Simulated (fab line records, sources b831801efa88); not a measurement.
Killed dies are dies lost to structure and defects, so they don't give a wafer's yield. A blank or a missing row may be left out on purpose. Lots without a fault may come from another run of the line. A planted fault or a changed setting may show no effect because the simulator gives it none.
fab line records | flow gf180mcu
record lots=24 wafers=72 last_day=34
route steps=602 shown V3@455 MIM@504 M5@535 V5@543
lots that met no fault: from a run of the same line without faults
start_h: hours from the record's first day to the start of the lot's first wafer shown | wait_h: hours since the lot's step before | " the same as in the row above | L1.1+2: a row that stands for several wafers | - no value, or no start given | * or withheld: withheld | < > ~ a bound
route shown NAME@n: a module of which the file shows steps, and the number in the route of the first | usual: mean/standard deviation of fault-free wafers | same: alike in all rows | chamber/n: place in a boat | sites: the reading at each site | _std_site: their standard deviation | _edge_site: outer sites' mean less inner sites' | radius_mm: how far each site lies from the wafer's centre | mask NAME#n: copy n | behind: the tool/chamber that last shaped the wafer | hold: why the lot was held/for how many hours/how that ended | device: the transistor (n, p or np) that didn't switch | end of line: the same wafers' tests at the end of the route | a step without rows: its recipe alone | killed: dies lost to structure and defects at the first sort, not the wafer's yield | map: a wafer's dies, x killed, . not, _ none there
set.NAME: the setting as run; set.NAME@STEP: as run at that earlier step | model.NAME: the simulator's own value behind a step, which no gauge read
steps of the route over a sample of lots; a table a step, a row a wafer
services: from which hour (start_h, from the record's first day; less than 0 if before it) a tool's chamber was out of use, for how many hours, and why
## steps
# step GF_V3_CMP_26
# recipe stop_on=SiO2 down_force_psi=3.5 platen_rpm=60 t_overpolish_s=15 target_thk_nm=0 pad_velocity_m_s=0.94248
# usual motor_current_A=11.3/1.3 overpolish_run_s=15.000/0.0091 time_to_endpoint_s=82/4.5
# columns lot.wafer tool chamber start_h wait_h motor_current_A overpolish_run_s time_to_endpoint_s
L074.4 cmp-02 3 511.10 0.0 10.7 15.003 81
L074.1 " 0 " " 10.6 14.993 78
L074.5 " 0 " " 11.6 15.001 77
L075.3 cmp-02 0 524.64 0.2 11.6 14.995 77
L075.5 " 1 " " 10.9 15.013 84
L075.6 " 2 " " 12.3 15.012 89
L076.4 cmp-02 0 526.82 0.0 11.2 15.004 82
L076.2 " 3 " " 10.8 15.006 86
L076.5 " 0 " " 11.4 15.007 81
L077.2 cmp-02 0 543.31 0.0 12.0 15.002 79
L077.1 " 1 " " 11.5 14.999 85
L077.4 " 2 " " 11.9 14.989 87
L078.4 cmp-02 3 555.94 0.0 10.8 14.993 85
L078.1 " 1 " " 12.0 15.010 83
L078.2 " 2 " " 12.0 15.004 89
L079.4 cmp-01 3 557.66 0.8 8.2 15.013 80
L079.1 " 0 " " 11.1 14.997 78
L079.2 " 1 " " 12.9 15.010 81
L080.2 cmp-02 3 576.00 0.1 10.8 14.999 85
L080.5 " 1 " " 11.7 15.007 86
L080.6 " 2 " " 12.6 15.007 87
L081.4 cmp-02 3 576.25 0.1 10.8 14.997 83
L081.1 " 0 " " 11.5 14.989 80
L081.6 " 2 " " 12.9 15.013 84
L082.4 cmp-01 1 582.91 0.0 13.0 14.999 76
L082.1 " 2 " " 9.9 15.004 83
L082.5 " 1 " " 14.5 14.991 76
L083.4 cmp-02 3 592.87 0.0 10.7 14.983 83
L083.2 " 0 " " 11.7 15.002 79
L083.1 " 2 " " 12.5 14.992 90
L084.1 cmp-02 3 603.70 0.1 11.6 15.004 77
L084.4 " 1 " " 11.3 15.005 79
L084.6 " 3 " " 10.4 15.004 79
L085.3 cmp-02 2 607.44 0.1 12.8 15.012 89
L085.4 " 3 " " 10.9 14.977 80
L085.2 " 0 " " 11.5 15.003 74
L086.4 cmp-02 3 617.11 0.1 10.9 14.984 84
L086.5 " 1 " " 12.4 14.980 85
L086.6 " 2 " " 11.9 14.998 91
L087.1 cmp-02 3 620.76 0.1 10.7 14.997 84
L087.2 " 0 " " 11.2 15.015 82
L087.3 " 1 " " 11.6 14.994 88
L088.4 cmp-01 1 631.77 0.0 13.4 14.993 74
L088.2 " 2 " " 9.9 14.979 80
L088.1 " 0 " " 11.0 14.985 78
L089.3 cmp-01 1 642.31 0.1 14.2 15.020 78
L089.6 " 3 " " 8.2 14.998 80
L089.5 " 0 " " 11.4 15.008 72
L090.4 cmp-02 1 652.81 0.0 11.5 14.989 89
L090.2 " 3 " " 11.3 15.000 86
L090.5 " 2 " " 12.5 15.010 91
L091.4 cmp-02 2 653.68 0.0 12.2 14.998 82
L091.1 " 1 " " 11.7 14.990 80
L091.6 " 2 " " 12.2 14.997 89
L092.2 cmp-01 1 657.78 0.1 13.8 15.010 78
L092.4 " 3 " " 8.6 15.006 84
L092.5 " 0 " " 10.6 15.010 76
L093.2 cmp-02 0 668.91 0.0 11.8 14.997 83
L093.1 " 3 " " 10.9 15.000 83
L093.5 " 1 " " 11.5 14.993 82
L094.4 cmp-02 1 675.26 0.0 11.1 15.012 88
L094.1 " 0 " " 10.7 14.993 81
L094.5 " 1 " " 11.6 14.998 86
L095.3 cmp-01 0 677.76 0.0 10.9 14.982 77
L095.1 " 1 " " 13.5 15.003 80
L095.6 " 1 " " 13.4 15.004 82
L096.1 cmp-01 1 683.88 0.1 14.1 14.998 74
L096.6 " 3 " " 8.3 14.990 79
L096.5 " 0 " " 10.9 15.013 75
L097.2 cmp-01 3 692.80 0.0 8.1 14.997 84
L097.4 " 0 " " 11.0 14.994 81
L097.6 " 3 " " 8.5 15.007 84
# step GF_MIM_SPUTTER_01
# recipe material=TiN target_thk_nm=30 power_w=6500 time_s=25 chamber_pressure_pa=0.4
# usual throttle_valve_pct=30.1/1.1
# columns lot.wafer tool chamber start_h wait_h throttle_valve_pct
L074.1 pvd_sputter-01 - 559.96 0.1 30.1
L074.4 " - " " 30.3
L074.5 " - " " 28.8
L075.3 pvd_sputter-02 - 573.02 0.1 30.3
L075.5 " - " " 28.6
L075.6 " - " " 31.4
L076.2 pvd_sputter-03 - 575.38 0.1 31.0
L076.4 " - " " 30.0
L076.5 " - " " 30.3
L077.1 pvd_sputter-01 - 591.29 0.1 30.4
L077.2 " - " " 29.2
L077.4 " - " " 28.1
L078.1 pvd_sputter-02 - 602.38 0.1 28.6
L078.2 " - " " 31.3
L078.4 " - " " 31.1
L079.1 pvd_sputter-01 - 603.64 0.1 28.4
L079.2 " - " " 29.9
L079.4 " - " " 29.1
L080.2 pvd_sputter-01 - 621.40 0.1 30.0
L080.5 " - " " 29.7
L080.6 " - " " 29.1
L081.1 pvd_sputter-03 - 621.87 0.1 29.7
L081.4 " - " " 31.4
L081.6 " - " " 30.0
L082.1 pvd_sputter-01 - 628.25 0.1 29.9
L082.4 " - " " 29.4
L082.5 " - " " 28.4
L083.1 pvd_sputter-03 - 639.80 0.1 30.1
L083.2 " - " " 30.0
L083.4 " - " " 30.9
L084.1 pvd_sputter-03 - 646.87 0.1 29.8
L084.4 " - " " 30.8
L084.6 " - " " 30.1
L085.2 pvd_sputter-01 - 651.40 0.1 28.7
L085.3 " - " " 29.9
L085.4 " - " " 28.4
L086.4 pvd_sputter-03 - 660.13 0.1 31.1
L086.5 " - " " 30.3
L086.6 " - " " 30.9
L087.1 pvd_sputter-01 - 664.53 0.1 29.8
L087.2 " - " " 30.0
L087.3 " - " " 29.2
L088.1 pvd_sputter-03 - 674.38 0.1 30.8
L088.2 " - " " 30.2
L088.4 " - " " 31.7
L089.3 pvd_sputter-03 - 684.26 0.1 29.8
L089.5 " - " " 31.7
L089.6 " - " " 30.1
L090.2 pvd_sputter-03 - 694.07 0.1 30.1
L090.4 " - " " 29.8
L090.5 " - " " 31.9
L091.1 pvd_sputter-02 - 694.16 0.1 31.3
L091.4 " - " " 30.4
L091.6 " - " " 31.4
L092.2 pvd_sputter-02 - 699.73 0.1 28.4
L092.4 " - " " 31.3
L092.5 " - " " 28.6
L093.1 pvd_sputter-01 - 709.45 0.1 28.4
L093.2 " - " " 29.0
L093.5 " - " " 29.9
L094.1 pvd_sputter-02 - 714.37 0.1 31.4
L094.4 " - " " 31.3
L094.5 " - " " 31.4
L095.1 pvd_sputter-01 - 718.89 0.1 29.0
L095.3 " - " " 30.0
L095.6 " - " " 28.9
L096.1 pvd_sputter-02 - 723.81 0.1 30.5
L096.5 " - " " 30.4
L096.6 " - " " 31.3
L097.2 pvd_sputter-03 - 732.33 0.1 30.8
L097.4 " - " " 29.8
L097.6 " - " " 30.1
# step GF_MIM_SPUTTER_04
# recipe material=TiN target_thk_nm=50 power_w=6500 time_s=41.7 chamber_pressure_pa=0.4
# usual throttle_valve_pct=30.1/1.1
# columns lot.wafer tool chamber start_h wait_h throttle_valve_pct
L074.1 pvd_sputter-01 - 560.04 0.0 30.4
L074.4 " - " " 29.9
L074.5 " - " " 29.2
L075.3 pvd_sputter-02 - 573.10 0.0 30.4
L075.5 " - " " 28.6
L075.6 " - " " 30.9
L076.2 pvd_sputter-03 - 575.46 0.0 31.1
L076.4 " - " " 30.3
L076.5 " - " " 30.3
L077.1 pvd_sputter-01 - 591.37 0.0 29.9
L077.2 " - " " 28.9
L077.4 " - " " 28.0
L078.1 pvd_sputter-02 - 602.46 0.0 28.5
L078.2 " - " " 31.7
L078.4 " - " " 31.7
L079.1 pvd_sputter-01 - 603.73 0.0 28.3
L079.2 " - " " 30.1
L079.4 " - " " 29.1
L080.2 pvd_sputter-01 - 621.48 0.0 30.4
L080.5 " - " " 30.0
L080.6 " - " " 28.9
L081.1 pvd_sputter-03 - 621.95 0.0 29.7
L081.4 " - " " 31.8
L081.6 " - " " 29.8
L082.1 pvd_sputter-01 - 628.33 0.0 30.0
L082.4 " - " " 29.1
L082.5 " - " " 28.2
L083.1 pvd_sputter-03 - 639.89 0.0 30.0
L083.2 " - " " 30.2
L083.4 " - " " 30.8
L084.1 pvd_sputter-03 - 646.95 0.0 30.0
L084.4 " - " " 30.9
L084.6 " - " " 29.9
L085.2 pvd_sputter-01 - 651.48 0.0 29.1
L085.3 " - " " 29.7
L085.4 " - " " 28.3
L086.4 pvd_sputter-03 - 660.21 0.0 30.9
L086.5 " - " " 30.2
L086.6 " - " " 30.9
L087.1 pvd_sputter-01 - 664.61 0.0 30.0
L087.2 " - " " 30.4
L087.3 " - " " 29.1
L088.1 pvd_sputter-03 - 674.46 0.0 30.9
L088.2 " - " " 29.8
L088.4 " - " " 31.6
L089.3 pvd_sputter-03 - 684.34 0.0 29.8
L089.5 " - " " 31.8
L089.6 " - " " 29.8
L090.2 pvd_sputter-03 - 694.15 0.0 30.3
L090.4 " - " " 30.0
L090.5 " - " " 31.7
L091.1 pvd_sputter-02 - 694.24 0.0 31.4
L091.4 " - " " 30.4
L091.6 " - " " 31.3
L092.2 pvd_sputter-02 - 699.82 0.0 28.1
L092.4 " - " " 31.2
L092.5 " - " " 28.3
L093.1 pvd_sputter-01 - 709.53 0.0 27.9
L093.2 " - " " 28.9
L093.5 " - " " 29.9
L094.1 pvd_sputter-02 - 714.45 0.0 31.4
L094.4 " - " " 30.9
L094.5 " - " " 31.3
L095.1 pvd_sputter-01 - 718.97 0.0 29.1
L095.3 " - " " 29.8
L095.6 " - " " 29.0
L096.1 pvd_sputter-02 - 723.89 0.0 30.1
L096.5 " - " " 30.4
L096.6 " - " " 31.8
L097.2 pvd_sputter-03 - 732.41 0.0 31.2
L097.4 " - " " 29.6
L097.6 " - " " 30.1
# step GF_MIM_THK_MEAS_11
# recipe thk_meas_gauge=xrf reads=AlCu_of_MIM_SPUTTER_08
# usual MIM_ALCU_THK=199.3/2.3
# columns lot.wafer tool chamber start_h wait_h MIM_ALCU_THK[nm]
L074.1 film_metro-01 - 560.45 0.1 197.4
L074.4 " - " " 198.2
L074.5 " - " " 201.2
L075.3 film_metro-01 - 573.47 0.1 201.4
L075.5 " - " " 203.8
L075.6 " - " " 201.3
L076.2 film_metro-01 - 575.83 0.1 197.7
L076.4 " - " " 199.6
L076.5 " - " " 198.7
L077.1 film_metro-03 - 591.72 0.1 200.1
L077.2 " - " " 194.5
L077.4 " - " " 199.8
L078.1 film_metro-01 - 602.83 0.1 202.0
L078.2 " - " " 199.6
L078.4 " - " " 200.5
L079.1 film_metro-03 - 604.09 0.1 198.3
L079.2 " - " " 199.0
L079.4 " - " " 198.4
L080.2 film_metro-03 - 621.84 0.1 197.8
L080.5 " - " " 199.9
L080.6 " - " " 201.3
L081.1 film_metro-01 - 622.30 0.1 197.5
L081.4 " - " " 199.2
L081.6 " - " " 197.5
L082.1 film_metro-04 - 628.68 0.1 198.4
L082.4 " - " " 197.7
L082.5 " - " " 203.3
L083.1 film_metro-01 - 640.24 0.1 201.3
L083.2 " - " " 204.8
L083.4 " - " " 201.1
L084.1 film_metro-01 - 647.30 0.1 199.3
L084.4 " - " " 194.4
L084.6 " - " " 199.1
L085.2 film_metro-04 - 651.84 0.1 202.1
L085.3 " - " " 202.7
L085.4 " - " " 201.6
L086.4 film_metro-04 - 660.59 0.1 201.8
L086.5 " - " " 197.3
L086.6 " - " " 203.6
L087.1 film_metro-03 - 664.96 0.1 196.2
L087.2 " - " " 195.5
L087.3 " - " " 199.3
L088.1 film_metro-01 - 674.83 0.1 196.8
L088.2 " - " " 201.3
L088.4 " - " " 202.4
L089.3 film_metro-01 - 684.71 0.1 199.9
L089.5 " - " " 196.8
L089.6 " - " " 200.5
L090.2 film_metro-03 - 694.51 0.1 200.9
L090.4 " - " " 197.5
L090.5 " - " " 198.0
L091.1 film_metro-04 - 694.59 0.1 205.9
L091.4 " - " " 199.9
L091.6 " - " " 203.5
L092.2 film_metro-03 - 700.18 0.1 196.5
L092.4 " - " " 201.9
L092.5 " - " " 198.5
L093.1 film_metro-03 - 709.88 0.1 195.8
L093.2 " - " " 198.0
L093.5 " - " " 199.5
L094.1 film_metro-03 - 714.80 0.1 201.1
L094.4 " - " " 203.6
L094.5 " - " " 200.0
L095.1 film_metro-04 - 719.32 0.1 199.1
L095.3 " - " " 200.3
L095.6 " - " " 199.2
L096.1 film_metro-04 - 724.25 0.1 201.5
L096.5 " - " " 200.2
L096.6 " - " " 200.9
L097.2 film_metro-03 - 732.77 0.1 201.9
L097.4 " - " " 197.6
L097.6 " - " " 200.0
# step GF_M5_ETCH_09
# recipe chemistry=CF4/O2 target=Si3N4 target_depth_nm=52 source_w=800 bias_w=150 pressure_mtorr=150 cf4_flow_sccm=80 O2_flow_sccm=10 time_s=11.6
# usual drypump_motor_current_A=5.66/0.27 oes_product_au=1.002/0.01 throttle_valve_pct=5.971/0.01
# columns lot.wafer tool chamber start_h wait_h drypump_motor_current_A oes_product_au rf_hours_counter_h throttle_valve_pct
L074.1 rie_diel-01 1 603.11 0.0 5.92 0.999 32 5.953
L074.4 " 1 " " 5.93 0.989 - 5.980
L074.5 " 3 " " 5.48 0.997 - 5.963
L075.3 rie_diel-04 1 615.72 0.0 6.01 0.988 35 5.958
L075.5 " 0 " " 5.30 1.012 - 5.982
L075.6 " 1 " " 6.01 0.987 - 5.971
L076.2 rie_diel-04 1 617.36 0.0 5.99 0.984 35 5.975
L076.4 " 3 " " 5.52 1.004 5 5.961
L076.5 " 2 " " 5.42 0.991 - 5.987
L077.1 rie_diel-04 3 633.10 0.0 5.52 0.994 6 5.967
L077.2 " 0 " " 5.30 1.000 15 5.958
L077.4 " 2 " " 5.42 0.990 10 5.974
L078.1 rie_diel-04 2 643.76 0.0 5.42 0.999 10 5.967
L078.2 " 3 " " 5.52 1.006 6 5.977
L078.4 " 1 " " 5.98 0.990 36 5.972
L079.1 rie_diel-01 3 644.87 0.0 5.47 1.005 3 5.944
L079.2 " 1 " " 5.91 1.000 33 5.947
L079.4 " 2 " " 5.92 0.994 1 5.963
L081.1 rie_diel-04 0 661.35 0.0 5.29 1.007 16 5.977
L081.4 " 3 " " 5.58 1.005 7 5.980
L081.6 " 3 " " 5.52 0.992 - 5.963
L080.2 rie_diel-04 3 662.27 0.0 5.52 1.011 7 5.974
L080.5 " 3 " " 5.51 1.000 - 5.968
L080.6 " 0 " " 5.28 1.015 - 5.957
L082.1 rie_diel-04 3 667.67 0.0 5.52 1.006 7 5.976
L082.4 " 1 " " 5.99 0.977 37 5.974
L082.5 " 0 " " 5.28 0.998 - 5.964
L083.1 rie_diel-03 0 678.34 0.0 5.67 1.005 2 5.969
L083.2 " 2 " " 6.01 1.004 14 5.962
L083.4 " 3 " " 5.94 0.998 15 5.954
L084.1 rie_diel-01 2 685.07 0.0 5.92 1.007 2 5.982
L084.4 " 1 " " 5.93 0.990 34 5.951
L084.6 " 1 " " 5.95 0.995 - 5.979
L085.2 rie_diel-04 3 690.45 0.0 5.48 1.009 8 5.972
L085.3 " 1 " " 5.98 0.988 38 5.970
L085.4 " 2 " " 5.40 0.995 12 5.977
L086.4 rie_diel-03 1 698.62 0.0 5.36 1.000 1 5.980
L086.5 " 1 " " 5.36 1.008 - 5.965
L086.6 " 2 " " 6.02 1.012 - 5.968
L087.1 rie_diel-04 1 702.91 0.0 6.00 0.993 38 5.974
L087.2 " 0 " " 5.30 1.006 18 5.966
L087.3 " 2 " " 5.39 0.989 13 5.963
L088.1 rie_diel-01 1 711.57 0.0 5.91 0.993 35 5.977
L088.2 " 2 " " 5.93 1.008 3 5.957
L088.4 " 3 " " 5.49 1.002 5 5.985
L089.3 rie_diel-01 2 721.40 0.0 5.94 0.996 3 5.964
L089.5 " 3 " " 5.47 0.995 - 5.964
L089.6 " 0 " " 5.60 0.998 - 5.984
L090.2 rie_diel-03 3 730.55 0.0 5.93 0.999 17 5.964
L090.4 " 2 " " 6.01 1.014 16 5.977
L090.5 " 1 " " 5.34 1.002 - 5.985
L091.1 rie_diel-04 2 732.61 0.0 5.43 0.982 14 5.969
L091.4 " 3 " " 5.54 1.000 9 5.971
L091.6 " 2 " " 5.41 0.995 - 5.972
L092.2 rie_diel-03 2 735.31 0.0 6.02 1.010 16 5.972
L092.4 " 3 " " 5.94 1.011 17 5.957
L092.5 " 2 " " 6.02 1.010 - 5.975
L093.1 rie_diel-03 0 744.67 0.0 5.61 1.016 5 5.964
L093.2 " 2 " " 6.04 1.012 17 5.972
L093.5 " 0 " " 5.62 1.005 - 5.974
L094.1 rie_diel-03 0 749.12 0.0 5.62 1.007 5 5.982
L094.4 " 3 " " 5.96 1.009 18 5.972
L094.5 " 2 " " 6.04 1.009 - 5.971
L095.1 rie_diel-01 0 754.30 0.0 5.60 1.009 29 5.964
L095.3 " 3 " " 5.48 1.004 6 5.968
L095.6 " 3 " " 5.47 1.009 - 5.999
L096.1 rie_diel-01 3 758.06 0.0 5.47 0.992 6 5.987
L096.5 " 2 " " 5.95 1.016 - 5.974
L096.6 " 1 " " 6.00 1.006 - 5.982
L097.2 rie_diel-03 1 766.00 0.0 5.39 1.017 4 5.979
L097.4 " 3 " " 5.96 0.995 19 5.965
L097.6 " 2 " " 6.02 1.013 - 5.979
# step GF_V5_THK_MEAS_03
# recipe reads=SiO2_of_V5_CVD_02
# usual V5_CVD_02_THK=1461/20
# columns lot.wafer tool chamber start_h wait_h V5_CVD_02_THK[nm]
L074.1 film_metro-01 - 604.07 0.1 1445
L074.4 " - " " 1483
L074.5 " - " " 1434
L075.3 film_metro-03 - 616.74 0.1 1438
L075.5 " - " " 1443
L075.6 " - " " 1485
L076.2 film_metro-02 - 618.25 0.1 1478
L076.4 " - " " 1472
L076.5 " - " " 1476
L077.1 film_metro-02 - 634.38 0.1 1445
L077.2 " - " " 1426
L077.4 " - " " 1454
L078.1 film_metro-02 - 644.69 0.1 1456
L078.2 " - " " 1449
L078.4 " - " " 1490
L079.1 film_metro-02 - 645.75 0.1 1429
L079.2 " - " " 1466
L079.4 " - " " 1461
L081.1 film_metro-02 - 662.23 0.1 1457
L081.4 " - " " 1483
L081.6 " - " " 1475
L080.2 film_metro-02 - 663.53 0.1 1413
L080.5 " - " " 1480
L080.6 " - " " 1441
L082.1 film_metro-02 - 668.66 0.1 1476
L082.4 " - " " 1467
L082.5 " - " " 1488
L083.1 film_metro-02 - 679.22 0.1 1450
L083.2 " - " " 1449
L083.4 " - " " 1474
L084.1 film_metro-02 - 685.98 0.1 1477
L084.4 " - " " 1491
L084.6 " - " " 1475
L085.2 film_metro-03 - 691.37 0.1 1468
L085.3 " - " " 1467
L085.4 " - " " 1486
L086.4 film_metro-03 - 699.53 0.0 1491
L086.5 " - " " 1480
L086.6 " - " " 1475
L087.1 film_metro-01 - 703.82 0.1 1448
L087.2 " - " " 1447
L087.3 " - " " 1445
L088.1 film_metro-02 - 712.60 0.1 1460
L088.2 " - " " 1459
L088.4 " - " " 1474
L089.3 film_metro-01 - 722.41 0.1 1464
L089.5 " - " " 1475
L089.6 " - " " 1490
L090.2 film_metro-03 - 731.45 0.1 1440
L090.4 " - " " 1492
L090.5 " - " " 1467
L091.1 film_metro-03 - 733.49 0.1 1433
L091.4 " - " " 1487
L091.6 " - " " 1482
L092.2 film_metro-03 - 736.25 0.1 1441
L092.4 " - " " 1441
L092.5 " - " " 1475
L093.1 film_metro-02 - 745.71 0.1 1435
L093.2 " - " " 1445
L093.5 " - " " 1452
L094.1 film_metro-01 - 750.04 0.1 1417
L094.4 " - " " 1451
L094.5 " - " " 1484
L095.1 film_metro-02 - 755.22 0.1 1446
L095.3 " - " " 1467
L095.6 " - " " 1463
L096.1 film_metro-02 - 759.29 0.1 1421
L096.5 " - " " 1429
L096.6 " - " " 1437
L097.2 film_metro-01 - 766.92 0.1 1462
L097.4 " - " " 1497
L097.6 " - " " 1482
## services
# columns tool chamber start_h hours kind
cmp-01 - 494.03 0.7 repair
cmp-02 - 512.71 6.7 pm
rie_diel-03 2 521.76 3.1 repair
rie_diel-03 2 528.34 2.1 repair
cmp-02 - 528.47 1.4 repair
rie_diel-04 0 546.44 2.9 repair
cmp-01 - 554.73 2.9 repair
pvd_sputter-01 - 569.74 3.5 repair
cmp-01 - 572.00 4.0 pm
cmp-01 - 576.78 4.4 pm
pvd_sputter-03 - 608.51 2.6 repair
pvd_sputter-02 - 644.04 1.8 repair
pvd_sputter-03 - 648.55 2.0 repair
cmp-02 - 662.68 3.4 repair
pvd_sputter-01 - 682.62 8.0 repair
cmp-01 - 685.62 1.5 repair
pvd_sputter-03 - 695.63 1.8 repair
pvd_sputter-03 - 703.59 0.7 repair
pvd_sputter-03 - 706.05 1.3 repair
cmp-02 - 708.08 5.5 pm
cmp-02 - 744.00 4.0 pm
pvd_sputter-03 - 749.01 15.2 repair
cmp-01 - 753.98 8.2 pm
cmp-02 - 762.24 0.6 repair
## key
fault none
